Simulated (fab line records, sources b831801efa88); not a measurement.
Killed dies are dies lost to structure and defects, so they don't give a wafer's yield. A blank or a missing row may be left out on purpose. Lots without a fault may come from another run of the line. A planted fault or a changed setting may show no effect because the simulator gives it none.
One fault seen from 2 desks | flow gf180mcu | each desk has only its own numbers; what lay behind them comes last

THE TOOL OWNER'S DESK: pvd_sputter-04
The tool's own readings at GF_V4_SPUTTER_21 (material Ti, target thk 15 nm, time 80.02 s): means of the sampled wafers that have a number, for each lot that ran on this tool. A lot is out of limits, marked OUT, if its mean lies more than 4 standard deviations from the usual mean; the brackets give that distance.
Columns: A = chamber_pressure_pa at GF_V4_SPUTTER_21, usual 5.000 Pa; B = throttle_valve_pct at GF_V4_SPUTTER_21, usual 29.5 %
lot  | first seen here | A     | B
L663 | day 24 16:14    | 5.002 | 29.2
L665 | day 25 04:27    | 5.004 | 29.1
L671 | day 27 19:40    | 5.000 | 29.4
L676 | day 29 05:44    | 4.986 | 30.3
L678 | day 29 17:32    | 5.020 | 29.1
This desk's finding: nothing out of limits on any of the 5 lots.

THE METROLOGY DESK
What the gauges read, lot by lot, whatever tool the lot ran on: means of the sampled wafers that have a number. A lot is out of limits, marked OUT, if its mean lies more than 4 standard deviations from the usual mean; the brackets give that distance.
Columns: A = cd_nm at GF_V5_CD_MEAS_14, usual 260.0 nm
lot  | first seen here | A
L662 | day 27 02:28    | 260.9
L663 | day 27 08:20    | 261.0
L665 | day 27 20:41    | 260.9
L666 | day 28 12:06    | 260.1
L667 | day 28 20:53    | 260.6
L670 | day 30 04:04    | 259.1
L671 | day 30 07:55    | 259.4
L672 | day 30 08:06    | 261.0
L674 | day 31 00:26    | 260.7
L676 | day 31 13:37    | 261.6
L678 | day 32 03:10    | 257.9
L685 | day 33 12:25    | 262.0
This desk's finding: nothing out of limits on any of the 12 lots.

PUT TOGETHER
The tool owner's desk saw nothing out of limits.
The metrology desk saw nothing out of limits.

WHAT THE SIMULATOR HAD PUT IN
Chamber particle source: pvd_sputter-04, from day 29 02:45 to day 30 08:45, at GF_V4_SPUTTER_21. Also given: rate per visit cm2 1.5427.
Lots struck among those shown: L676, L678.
